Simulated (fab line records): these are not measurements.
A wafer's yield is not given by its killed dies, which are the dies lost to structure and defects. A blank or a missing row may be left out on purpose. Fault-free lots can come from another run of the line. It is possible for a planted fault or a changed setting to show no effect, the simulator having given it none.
Matching of chambers :: flow gf180mcu :: 4 sister chambers for GF_STI_CMP_25 on cmp-01
The step polishes, stops on Si3N4, t overpolish 33 s, target thk 524.6 nm. 4 wafers are shown with their chamber, then 9 later ones without.

== WAFERS WITH THEIR CHAMBER ==
wafer: L282.2
chamber: 2
motor current A (A): 12.2

wafer: L290.1
chamber: 3
motor current A (A): 11.0

wafer: L290.2
chamber: 0
motor current A (A): 12.0

wafer: L290.3
chamber: 1
motor current A (A): 13.8

== WAFERS MISSING THEIR CHAMBER ==
wafer: L291.1
motor current A (A): 12.8

wafer: L291.2
motor current A (A): 10.6

wafer: L291.3
motor current A (A): 13.8

wafer: L293.3
motor current A (A): 11.5

wafer: L293.5
motor current A (A): 14.6

wafer: L293.6
motor current A (A): 12.3

wafer: L294.2
motor current A (A): 12.2

wafer: L294.3
motor current A (A): 11.4

wafer: L294.5
motor current A (A): 12.6

== WHICH CHAMBER EACH ONE RAN IN ==
wafer: L291.1
from the rows above: can't be placed: 2 or 0 or 1
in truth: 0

wafer: L291.2
from the rows above: 3
in truth: 3

wafer: L291.3
from the rows above: 1
in truth: 1

wafer: L293.3
from the rows above: can't be placed: 0 or 3 or 2
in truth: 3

wafer: L293.5
from the rows above: 1
in truth: 1

wafer: L293.6
from the rows above: can't be placed: 2 or 0
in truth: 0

wafer: L294.2
from the rows above: can't be placed: 2 or 0
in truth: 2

wafer: L294.3
from the rows above: can't be placed: 3 or 0 or 2
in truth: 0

wafer: L294.5
from the rows above: can't be placed: 2 or 0 or 1
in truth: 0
Correctly placed: 3 of 9. These rows do not allow placing 6 (true chamber among the candidates in 6). Number placed wrongly: 0.
How it was worked out, from the rows above alone: a wafer's distance from a chamber is the root of the sum, over the readings, of the square of ((its reading less the chamber's mean) divided by the reading's scatter). If the next closest chamber is less than 2 further off than the closest, the wafer can't be placed; otherwise it belongs to the closest. A chamber's mean is the mean of its shown wafers. The scatter: with one shown wafer a chamber, the root of the mean of the squares of how far each hidden wafer lies from its nearest shown one.
